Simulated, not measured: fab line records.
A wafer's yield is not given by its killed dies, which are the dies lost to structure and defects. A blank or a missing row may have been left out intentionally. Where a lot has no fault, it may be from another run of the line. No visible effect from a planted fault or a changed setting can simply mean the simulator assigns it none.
fab line records	flow sky130
[record] lots = 7	wafers = 21	last-day = 50
route steps=708 shown NWELL@59 PAD_OPEN@708
lots untouched by any fault: they come from a run of this same line in which no faults occurred
start-h: hours from the record's first day to the start of the lot's first wafer shown	wait-h: how many hours have passed since the lot's step before this one	" identical to the entry in the row above	L1.1+2: one row covering several wafers at once	- no value, or no start given	* or withheld: withheld	< > ~ a bound
route shown NAME@n: a module of which the file shows steps, and the number in the route of the first	usual: mean/standard deviation taken from wafers without a fault	same: alike in all rows	chamber/n: place in a boat	sites: per-site readings	_std_site: their standard deviation	_edge_site: the outer-site mean with the inner-site mean subtracted	radius-mm: for every site, how far away it sits from the centre of the wafer	mask NAME#n: copy n	behind: the most recent tool/chamber to have shaped the wafer	hold: the reason the lot was held/the length of the hold in hours/how it ended	device: names the non-switching transistor (n, p or np)	end of line: at the end of the route, the tests of the same wafers	a step with no rows: only its recipe	killed: count of dies lost to structure and defects at first sort (not the wafer's yield)	map: shows each die of a wafer: x if killed, . if not, _ if none is there
set.NAME: setting as actually run; set.NAME@STEP: the setting as run at that earlier step	model.NAME: the simulator's own value behind a step, which no gauge read
certain route steps with their lots: each step a table, each wafer a row
services: from which hour (start-h, from the record's first day; less than 0 if before it) a tool's chamber was out of use, for how many hours, and why
[[steps]]
[step SKY_NWELL_SOFTBAKE_06]
[recipe] temp-c = 110	time-s = withheld
[step SKY_NWELL_EXPOSE_07]
[recipe] mask-id = NWM	na = 0.6	source-shape = conventional	sigma-outer = 0.6	polarization = unpolarized	target-cd-nm = 840	dose-mj = 255
[step SKY_NWELL_PEB_08]
[recipe] temp-c = 115	time-s = withheld
[step SKY_NWELL_DEVELOP_09]
[recipe] wall-angle-deg = 90	developer = TMAH	develop-time-s = 60	dev-temp-c = 23
[step SKY_NWELL_OVL_MEAS_10]
[usual] NWELL_00_OVL = -0.6/1.5
lot.wafer	tool	chamber	start-h	wait-h	NWELL_00_OVL[nm]
L321.1	overlay-01	-	103.88	-	-0.4
L321.2	"	-	"	"	-0.3
L321.4	"	-	"	"	-1.8
L328.1	overlay-01	-	145.13	-	-1.5
L328.2	"	-	"	"	-1.5
L328.6	"	-	"	"	-2.7
L330.1	overlay-01	-	156.67	-	1.3
L330.4	"	-	"	"	-0.6
L330.5	"	-	"	"	-0.9
L331.1	overlay-01	-	164.82	-	0.0
L331.4	"	-	"	"	2.3
L331.6	"	-	"	"	0.3
L332.1	overlay-01	-	172.22	-	0.9
L332.2	"	-	"	"	1.5
L332.3	"	-	"	"	0.8
L337.2	overlay-02	-	196.73	-	0.6
L337.4	"	-	"	"	0.3
L337.6	"	-	"	"	-0.9
L341.3	overlay-02	-	226.58	-	0.3
L341.5	"	-	"	"	0.0
L341.6	"	-	"	"	0.3
[step SKY_NWELL_IMPLANT_11]
[recipe] species = P	energy-kev = 400	dose-cm2 = 1.859e+13	tilt-deg = withheld
[step SKY_NWELL_IMPLANT_12]
[recipe] species = P	energy-kev = 120	dose-cm2 = 1.3e+12	tilt-deg = withheld
[step SKY_NWELL_IMPLANT_13]
[recipe] species = P	energy-kev = 50	dose-cm2 = 7e+11	tilt-deg = withheld
[step SKY_NWELL_STRIP_14]
[recipe] chemistry = O2/N2	power-w = 1400	pressure-mtorr = 1500	platen-temp-c = withheld	o2-flow-sccm = 3000	n2-flow-sccm = 300	overash-fraction = 0.5
[usual] drypump-motor-current-A = 5.7/0.44	oes-product-au = 0.723/0.0043	strip-time-to-endpoint-s = 36.95/0.1
lot.wafer	tool	chamber	start-h	wait-h	drypump-motor-current-A	oes-product-au	rf-hours-counter-h	strip-time-to-endpoint-s
L321.1	plasma-asher-03	0	104.47	0.1	6.1	0.716	30	36.84
L321.2	"	1	"	"	5.1	0.723	30	36.83
L321.4	"	1	"	"	5.1	0.724	-	36.82
L328.1	plasma-asher-02	1	145.61	0.1	5.6	0.725	45	37.03
L328.2	"	0	"	"	4.9	0.720	45	37.01
L328.6	"	0	"	"	4.9	0.710	-	36.96
L330.1	plasma-asher-02	0	157.16	0.1	4.9	0.713	46	37.08
L330.4	"	1	"	"	5.6	0.723	-	37.04
L330.5	"	1	"	"	5.5	0.722	-	37.08
L331.1	plasma-asher-04	0	165.31	0.1	5.7	0.726	49	36.66
L331.4	"	0	"	"	5.7	0.725	-	36.75
L331.6	"	0	"	"	5.8	0.724	-	36.81
L332.1	plasma-asher-04	0	172.71	0.1	5.8	0.720	49	37.01
L332.2	"	1	"	"	6.1	0.714	49	37.06
L332.3	"	1	"	"	6.1	0.720	-	37.02
L337.2	plasma-asher-04	1	197.21	0.1	6.1	0.711	51	36.98
L337.4	"	0	"	"	5.8	0.726	-	37.08
L337.6	"	0	"	"	5.8	0.721	-	37.00
L341.3	plasma-asher-03	0	227.09	0.1	6.1	0.716	-	36.86
L341.5	"	0	"	"	6.1	0.722	-	36.88
L341.6	"	1	"	"	5.1	0.720	-	36.81
[step SKY_NWELL_TW_MEAS_15]
[usual] NWELL_TW = 1812/15
lot.wafer	tool	chamber	start-h	wait-h	NWELL_TW
L321.1	film-metro-04	-	104.57	0.1	1801
L321.2	"	-	"	"	1808
L321.4	"	-	"	"	1800
L328.1	film-metro-04	-	145.71	0.1	1799
L328.2	"	-	"	"	1800
L328.6	"	-	"	"	1796
L330.1	film-metro-01	-	157.30	0.1	1828
L330.4	"	-	"	"	1813
L330.5	"	-	"	"	1814
L331.1	film-metro-01	-	165.41	0.1	1829
L331.4	"	-	"	"	1818
L331.6	"	-	"	"	1814
L332.1	film-metro-01	-	172.81	0.1	1817
L332.2	"	-	"	"	1826
L332.3	"	-	"	"	1825
L337.2	film-metro-04	-	197.32	0.1	1789
L337.4	"	-	"	"	1783
L337.6	"	-	"	"	1803
L341.3	film-metro-04	-	227.18	0.1	1801
L341.5	"	-	"	"	1791
L341.6	"	-	"	"	1781
[step SKY_NWELL_DEHYDRATE_16]
[recipe] temp-c = 200	time-s = 60
[step SKY_NWELL_HMDS_17]
[recipe] prime-time-s = 60	prime-temp-c = 120
[step SKY_NWELL_COAT_18]
[recipe] spin-rpm = 2000	resist-thk-nm = 3000
lot.wafer	tool	chamber	start-h	wait-h	model.coat_of_NWELL_COAT_18.thk-nm
L321.1	litho-track-04	0	113.18	0.1	3000
L321.2	"	0	"	"	3004
L321.4	"	0	"	"	3003
L328.1	litho-track-02	0	155.37	0.1	3005
L328.2	"	0	"	"	3006
L328.6	"	0	"	"	3009
L330.1+5	litho-track-02	0	166.42	0.1	1190
L330.4	"	0	"	"	1189
L331.1	litho-track-02	0	175.92	0.1	1189
L331.4	"	0	"	"	1188
L331.6	"	0	"	"	1186
L332.1	litho-track-02	0	182.12	0.1	1186
L332.2+3	"	0	"	"	1183
L337.2	litho-track-03	0	207.24	0.1	2976
L337.4	"	0	"	"	2992
L337.6	"	0	"	"	2979
L341.3	litho-track-03	0	238.47	0.1	2993
L341.5	"	0	"	"	2996
L341.6	"	0	"	"	3013
[step SKY_NWELL_SOFTBAKE_19]
[recipe] temp-c = 110	time-s = withheld
[step SKY_NWELL_EXPOSE_20]
[recipe] mask-id = NWM_COMPLEMENT	na = 0.6	source-shape = conventional	sigma-outer = 0.6	polarization = unpolarized	target-cd-nm = 840	dose-mj = 260
[step SKY_NWELL_PEB_21]
[recipe] temp-c = 115	time-s = withheld
[step SKY_NWELL_DEVELOP_22]
[recipe] wall-angle-deg = 90	developer = TMAH	develop-time-s = 60	dev-temp-c = 23
[usual] developer-temp-C = 23.01/0.11
lot.wafer	tool	chamber	start-h	wait-h	developer-temp-C	model.coat_of_NWELL_COAT_18.thk-nm
L321.1	litho-track-04	0	-	-	23.18	2996
L321.2	"	0	"	"	23.09	3000
L321.4	"	0	"	"	23.13	2998
L328.1	litho-track-03	0	-	-	23.03	3001
L328.2	"	0	"	"	22.77	3002
L328.6	"	0	"	"	22.95	3004
L330.1	litho-track-03	0	-	-	22.98	1186
L330.4	"	0	"	"	23.06	1185
L330.5	"	0	"	"	22.96	1185
L331.1	litho-track-02	0	-	-	23.14	1184
L331.4	"	0	"	"	22.91	1184
L331.6	"	0	"	"	23.09	1182
L332.1	litho-track-03	0	-	-	22.99	1181
L332.2	"	0	"	"	23.04	1179
L332.3	"	0	"	"	23.02	1178
L337.2	litho-track-03	0	-	-	22.83	2972
L337.4	"	0	"	"	22.85	2988
L337.6	"	0	"	"	22.92	2975
L341.3	litho-track-02	0	-	-	22.89	2989
L341.5	"	0	"	"	23.06	2991
L341.6	"	0	"	"	22.86	3009
[step SKY_NWELL_OVL_MEAS_23]
[usual] NWELL_01_OVL = 1.1/1.3
lot.wafer	tool	chamber	start-h	wait-h	NWELL_01_OVL[nm]
L321.1	overlay-01	-	122.23	-	1.3
L321.2	"	-	"	"	-0.4
L321.4	"	-	"	"	0.5
L328.1	overlay-01	-	165.12	-	-1.5
L328.2	"	-	"	"	1.0
L328.6	"	-	"	"	1.6
L330.1	overlay-02	-	177.12	-	0.0
L330.4	"	-	"	"	0.9
L330.5	"	-	"	"	-0.8
L331.1	overlay-02	-	185.97	-	-1.7
L331.4	"	-	"	"	-0.7
L331.6	"	-	"	"	1.3
L332.1	overlay-02	-	192.97	-	0.5
L332.2	"	-	"	"	0.4
L332.3	"	-	"	"	1.7
L337.2	overlay-01	-	218.72	-	0.4
L337.4	"	-	"	"	-0.6
L337.6	"	-	"	"	-0.1
L341.3	overlay-01	-	249.98	-	1.1
L341.5	"	-	"	"	0.1
L341.6	"	-	"	"	2.7
[step SKY_NWELL_IMPLANT_24]
[recipe] species = B	energy-kev = 140	dose-cm2 = 9.2e+12	tilt-deg = withheld
[step SKY_NWELL_STRIP_25]
[recipe] chemistry = O2/N2	power-w = 1400	pressure-mtorr = 1500	platen-temp-c = withheld	o2-flow-sccm = 3000	n2-flow-sccm = 300	overash-fraction = 0.5
[usual] drypump-motor-current-A = 5.6/0.48	oes-product-au = 0.723/0.0041	strip-time-to-endpoint-s = 36.90/0.12
lot.wafer	tool	chamber	start-h	wait-h	drypump-motor-current-A	oes-product-au	rf-hours-counter-h	strip-time-to-endpoint-s
L321.1	plasma-asher-03	0	122.42	0.1	6.1	0.732	32	36.91
L321.2	"	1	"	"	5.1	0.723	32	36.97
L321.4	"	0	"	"	6.1	0.724	-	36.93
L328.1	plasma-asher-02	1	165.30	0.1	5.6	0.719	47	36.98
L328.2	"	0	"	"	4.9	0.714	47	36.98
L328.6	"	1	"	"	5.5	0.723	-	37.01
L330.1	plasma-asher-02	0	177.30	0.1	4.9	0.714	48	15.76
L330.4	"	0	"	"	4.9	0.712	-	15.75
L330.5	"	1	"	"	5.6	0.719	-	15.75
L331.1	plasma-asher-03	1	186.16	0.1	5.1	0.715	38	15.73
L331.4	"	1	"	"	5.1	0.716	-	15.74
L331.6	"	1	"	"	5.0	0.721	-	15.70
L332.1	plasma-asher-03	1	193.15	0.1	5.1	0.718	39	15.70
L332.2	"	0	"	"	6.1	0.716	39	15.67
L332.3	"	0	"	"	6.1	0.711	-	15.66
L337.2	plasma-asher-04	0	218.90	0.1	5.8	0.716	53	36.63
L337.4	"	0	"	"	5.8	0.726	-	36.82
L337.6	"	0	"	"	5.8	0.724	-	36.66
L341.3	plasma-asher-04	0	250.19	0.1	5.8	0.722	-	36.83
L341.5	"	1	"	"	6.1	0.724	-	36.86
L341.6	"	0	"	"	5.8	0.723	-	37.07
[step SKY_NWELL_TW_MEAS_26]
[usual] NWELL_2_TW = 498/4.1
lot.wafer	tool	chamber	start-h	wait-h	NWELL_2_TW
L321.1	film-metro-01	-	122.52	0.1	502
L321.2	"	-	"	"	501
L321.4	"	-	"	"	502
L328.1	film-metro-03	-	165.40	0.1	498
L328.2	"	-	"	"	494
L328.6	"	-	"	"	497
L330.1	film-metro-04	-	177.40	0.1	491
L330.4	"	-	"	"	493
L330.5	"	-	"	"	493
L331.1	film-metro-04	-	186.26	0.1	494
L331.4	"	-	"	"	490
L331.6	"	-	"	"	494
L332.1	film-metro-01	-	193.25	0.1	500
L332.2	"	-	"	"	499
L332.3	"	-	"	"	499
L337.2	film-metro-04	-	219.01	0.1	493
L337.4	"	-	"	"	492
L337.6	"	-	"	"	491
L341.3	film-metro-01	-	250.28	0.1	501
L341.5	"	-	"	"	502
L341.6	"	-	"	"	499
[step SKY_PAD_OPEN_PROBE_99]
[usual] killed_at_M0_to_M3 = 44/6.9	killed_at_M4_up = 3.3/2	killed-at-contacts = 25/5.4	killed-at-front-end = 16/4.6	killed-at-other = 0.2/0.51	killed-dies = 88/8.9	killed-open = 48/6.8	killed-short = 39/5.8
[same] gross-dies = 492	killed-at-back-side = 0
lot.wafer	tool	chamber	start-h	wait-h	killed_at_M0_to_M3	killed_at_M4_up	killed-at-contacts	killed-at-front-end	killed-at-other	killed-dies	killed-open	killed-short	model.etest.nfet_16v.r-on-ohm-um	model.etest.pfet_16v.r-on-ohm-um	model.etest.res-iso-pwell.width-nm	model.etest.res-nwell.line-ohm-um	model.etest.res-nwell.width-nm	model.etest.pfet_16v.drive-ua-um	model.etest.nfet_16v.drive-ua-um
L321.1	prober-01	-	1095.96	0.1	39	4	27	19	1	90	43	47	1.391e+04	1.518e+04	2628	1181	846.6	252.6	228.6
L321.2	prober-01	-	1096.01	0.1	42	5	23	15	0	85	41	44	1.384e+04	1.488e+04	2626	1171	847.8	252.2	227.4
L321.4	prober-01	-	1096.11	0.2	43	1	28	16	0	88	42	46	1.405e+04	1.58e+04	2629	1219	852.7	239.6	225.8
L328.1	prober-02	-	1138.14	0.1	32	5	25	11	0	73	42	31	1.394e+04	1.501e+04	2643	1153	837.2	245.7	224.5
L328.2	prober-02	-	1138.19	0.1	43	2	20	20	0	85	40	45	1.4e+04	1.517e+04	2635	1177	836.6	244.3	224
L328.6	prober-02	-	1138.39	0.2	37	6	22	14	0	79	47	31	1.408e+04	1.53e+04	2636	1178	842.5	241.3	223
L330.1	prober-02	-	1146.21	0.1	36	6	26	18	0	86	52	34	1.594e+04	1.492e+04	2798	1247	776.5	259.5	203.9
L330.4	prober-02	-	1146.36	0.2	50	2	23	13	2	90	47	43	1.555e+04	1.418e+04	2807	1186	771.6	268.5	211.4
L330.5	prober-02	-	1146.41	0.2	43	1	21	22	0	87	48	39	1.595e+04	1.486e+04	2796	1256	768.9	261.8	204.7
L331.1	prober-01	-	1153.63	0.1	47	2	20	16	2	87	51	36	1.544e+04	1.478e+04	2804	1265	775.4	265.2	210.7
L331.4	prober-01	-	1153.78	0.2	44	1	16	16	0	77	47	30	1.553e+04	1.434e+04	2826	1217	771.5	269	207
L331.6	prober-01	-	1153.88	0.2	45	3	22	14	0	84	46	38	1.554e+04	1.477e+04	2797	1285	777.1	264.3	210.1
L332.1	prober-02	-	1159.38	0.1	62	6	18	16	0	102	58	44	1.568e+04	1.426e+04	2809	1241	764.3	264.4	206.3
L332.2	prober-02	-	1159.43	0.1	49	2	21	15	0	87	50	36	1.582e+04	1.401e+04	2834	1184	762.1	266.4	201.7
L332.3	prober-02	-	1159.48	0.2	54	6	15	15	1	91	43	46	1.58e+04	1.378e+04	2832	1152	758.4	270.8	204.4
L337.2	prober-01	-	1192.40	0.1	42	0	28	23	1	94	51	42	1.425e+04	1.465e+04	2675	1067	832.1	251.5	225.7
L337.4	prober-01	-	1192.50	0.2	43	7	26	16	2	94	49	42	1.422e+04	1.477e+04	2660	1047	834.8	249.8	224.9
L337.6	prober-01	-	1192.60	0.2	43	0	23	14	1	81	39	42	1.401e+04	1.449e+04	2657	1033	835.8	255.2	227.1
L341.3	prober-02	-	1201.31	0.2	51	7	36	9	0	103	60	43	1.448e+04	1.513e+04	2658	1100	835.6	245.8	218
L341.5	prober-02	-	1201.41	0.2	34	3	42	17	0	96	47	48	1.425e+04	1.425e+04	2658	1030	831.7	257.3	220.8
L341.6	prober-02	-	1201.46	0.2	37	2	31	7	0	77	54	23	1.424e+04	1.52e+04	2649	1117	842.9	248.1	220.5
// killed by level:class
L321.1 LOCAL_INTERCONNECT:geometric-particle:short=8 CONTACT:geometric-particle:short=8 METAL2:geometric-particle:short=8 FIELD_ISO:geometric-particle:open=6 LI_CONTACT:geometric-particle:open=6 VIA2:geometric-particle:open=5 POLY_GATE:geometric-particle:open=4 POLY_GATE:geometric-particle:short=4
L321.2 METAL2:geometric-particle:short=10 FIELD_ISO:geometric-particle:open=7 LI_CONTACT:geometric-particle:open=7 CONTACT:geometric-particle:short=6 VIA1:geometric-particle:open=6 VIA3:geometric-particle:short=6 CONTACT:geometric-particle:open=5 METAL1:geometric-particle:short=4
L321.4 LI_CONTACT:geometric-particle:open=9 VIA2:geometric-particle:open=9 VIA1:geometric-particle:short=8 CONTACT:geometric-particle:open=8 VIA1:geometric-particle:open=7 POLY_GATE:geometric-particle:short=6 METAL2:geometric-particle:short=6 METAL3:geometric-particle:short=6
L328.1 CONTACT:geometric-particle:open=10 VIA2:geometric-particle:open=8 VIA1:geometric-particle:open=8 LI_CONTACT:geometric-particle:open=7 METAL1:geometric-particle:short=5 FIELD_ISO:geometric-particle:open=4 METAL3:geometric-particle:short=4 CONTACT:geometric-particle:short=4
L328.2 VIA2:geometric-particle:open=8 VIA1:geometric-particle:open=7 VIA1:geometric-particle:short=6 FIELD_ISO:geometric-particle:open=5 FIELD_ISO:geometric-particle:short=5 LI_CONTACT:geometric-particle:short=5 CONTACT:geometric-particle:short=5 METAL1:geometric-particle:short=5
L328.6 CONTACT:geometric-particle:open=10 VIA2:geometric-particle:open=10 METAL2:geometric-particle:short=7 FIELD_ISO:geometric-particle:open=5 METAL4:geometric-particle:short=5 LI_CONTACT:geometric-particle:open=5 VIA1:geometric-particle:open=5 VIA3:geometric-particle:open=5
L330.1 CONTACT:geometric-particle:open=9 VIA2:geometric-particle:open=8 VIA1:geometric-particle:open=7 VIA3:geometric-particle:open=7 FIELD_ISO:geometric-particle:short=6 LOCAL_INTERCONNECT:geometric-particle:short=6 LI_CONTACT:geometric-particle:open=6 FIELD_ISO:geometric-particle:open=5
L330.4 CONTACT:geometric-particle:open=10 METAL1:geometric-particle:short=9 LI_CONTACT:geometric-particle:open=8 VIA1:geometric-particle:open=8 VIA3:geometric-particle:open=7 METAL2:geometric-particle:short=7 VIA2:geometric-particle:open=5 VIA2:geometric-particle:short=4
L330.5 VIA1:geometric-particle:open=13 FIELD_ISO:geometric-particle:open=7 VIA1:geometric-particle:short=7 FIELD_ISO:geometric-particle:short=6 VIA2:geometric-particle:open=6 LOCAL_INTERCONNECT:geometric-particle:short=5 CONTACT:geometric-particle:short=5 VIA3:geometric-particle:open=5
L331.1 VIA1:geometric-particle:open=15 CONTACT:geometric-particle:open=7 METAL2:geometric-particle:short=7 POLY_GATE:geometric-particle:open=6 LI_CONTACT:geometric-particle:open=5 VIA3:geometric-particle:open=5 VIA2:geometric-particle:open=4 FIELD_ISO:geometric-particle:open=3
L331.4 VIA1:geometric-particle:open=15 CONTACT:geometric-particle:open=8 POLY_GATE:geometric-particle:open=6 VIA2:geometric-particle:open=6 POLY_GATE:geometric-particle:short=5 LI_CONTACT:geometric-particle:open=4 VIA1:geometric-particle:short=4 METAL3:geometric-particle:short=3
L331.6 VIA1:geometric-particle:open=11 CONTACT:geometric-particle:open=8 VIA2:geometric-particle:open=7 VIA1:geometric-particle:short=6 METAL2:geometric-particle:short=6 POLY_GATE:geometric-particle:open=5 LOCAL_INTERCONNECT:geometric-particle:short=5 METAL1:geometric-particle:short=5
L332.1 VIA1:geometric-particle:open=18 VIA3:geometric-particle:open=12 VIA2:geometric-particle:open=8 METAL1:geometric-particle:short=8 VIA3:geometric-particle:short=6 METAL4:geometric-particle:short=5 FIELD_ISO:geometric-particle:open=4 LI_CONTACT:geometric-particle:open=4
L332.2 VIA1:geometric-particle:open=18 VIA3:geometric-particle:open=8 POLY_GATE:geometric-particle:short=7 CONTACT:geometric-particle:open=7 VIA2:geometric-particle:open=6 CONTACT:geometric-particle:short=4 METAL1:geometric-particle:short=4 VIA1:geometric-particle:short=4
L332.3 VIA2:geometric-particle:open=9 VIA3:geometric-particle:open=8 VIA1:geometric-particle:short=7 METAL2:geometric-particle:short=7 VIA1:geometric-particle:open=6 LI_CONTACT:geometric-particle:open=6 METAL4:geometric-particle:short=5 METAL1:geometric-particle:short=5
L337.2 VIA1:geometric-particle:open=10 CONTACT:geometric-particle:short=8 VIA1:geometric-particle:short=8 CONTACT:geometric-particle:open=7 LI_CONTACT:geometric-particle:open=7 METAL2:geometric-particle:short=6 FIELD_ISO:geometric-particle:open=5 POLY_GATE:geometric-particle:open=5
L337.4 CONTACT:geometric-particle:open=13 VIA3:geometric-particle:short=8 LI_CONTACT:geometric-particle:open=7 VIA1:geometric-particle:open=7 FIELD_ISO:geometric-particle:open=6 METAL1:geometric-particle:short=5 METAL2:geometric-particle:short=5 FIELD_ISO:geometric-particle:short=4
L337.6 VIA1:geometric-particle:open=10 LI_CONTACT:geometric-particle:open=6 METAL2:geometric-particle:short=6 POLY_GATE:geometric-particle:open=5 CONTACT:geometric-particle:short=5 CONTACT:geometric-particle:open=5 METAL1:geometric-particle:short=5 VIA2:geometric-particle:open=5
L341.3 CONTACT:geometric-particle:open=16 VIA1:geometric-particle:open=12 LI_CONTACT:geometric-particle:open=8 VIA2:geometric-particle:open=7 VIA3:geometric-particle:open=7 METAL3:geometric-particle:short=6 METAL4:geometric-particle:short=6 CONTACT:geometric-particle:short=5
L341.5 CONTACT:geometric-particle:open=15 LOCAL_INTERCONNECT:geometric-particle:short=8 LI_CONTACT:geometric-particle:open=7 VIA1:geometric-particle:open=7 POLY_GATE:geometric-particle:short=6 FIELD_ISO:geometric-particle:short=5 LI_CONTACT:geometric-particle:short=5 CONTACT:geometric-particle:short=5
L341.6 CONTACT:geometric-particle:open=12 VIA1:geometric-particle:open=11 VIA3:geometric-particle:open=10 LI_CONTACT:geometric-particle:open=9 VIA2:geometric-particle:open=5 CONTACT:geometric-particle:short=4 METAL3:geometric-particle:short=4 POLY_GATE:geometric-particle:open=3
[[services]]
tool	chamber	start-h	hours	kind
plasma-asher-03	-	117.02	1.0	repair
plasma-asher-02	-	171.39	3.0	repair
plasma-asher-02	-	200.90	0.4	repair
[[key]]
[first-sign] step = SKY_NWELL_STRIP_25	reading = strip-time-to-endpoint-s	direction = down	sigmas = 99+	usual = *	struck = *
effect none on later readings
[model-effect] step = SKY_NWELL_COAT_18	value = coat_of_NWELL_COAT_18.thk-nm	without = 3001	struck = 1187
[model-effect] step = SKY_NWELL_DEVELOP_22	value = coat_of_NWELL_COAT_18.thk-nm	without = 2997	struck = 1183
[model-effect] step = SKY_PAD_OPEN_PROBE_99	value = etest.nfet_16v.r-on-ohm-um	without = 1.446e+04	struck = 1.569e+04
met-at SKY_NWELL_COAT_18
struck-wafers L330.1,L330.4,L330.5,L331.1,L331.4,L331.6,L332.1,L332.2,L332.3
tester-left-out L330,L331,L332
onset-between 155.37 166.42
[fault] kind = process-parameter-drift	tool = litho-track-02	chamber = -	onset-h = 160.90	steps = SKY_NWELL_COAT_18	channel = resist-thk-nm	offset = -1813.3	shape = step	end-h = 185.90	acts-in = these-recipes-only	stated = 3000
// tester-left-out: of these lots the tester's yield and bins aren't shown, on N5 and GAA mostly nor the transistor test; their killed dies are dies lost to structure and defects alone, not to doping, threshold or leakage, so they don't give the yield
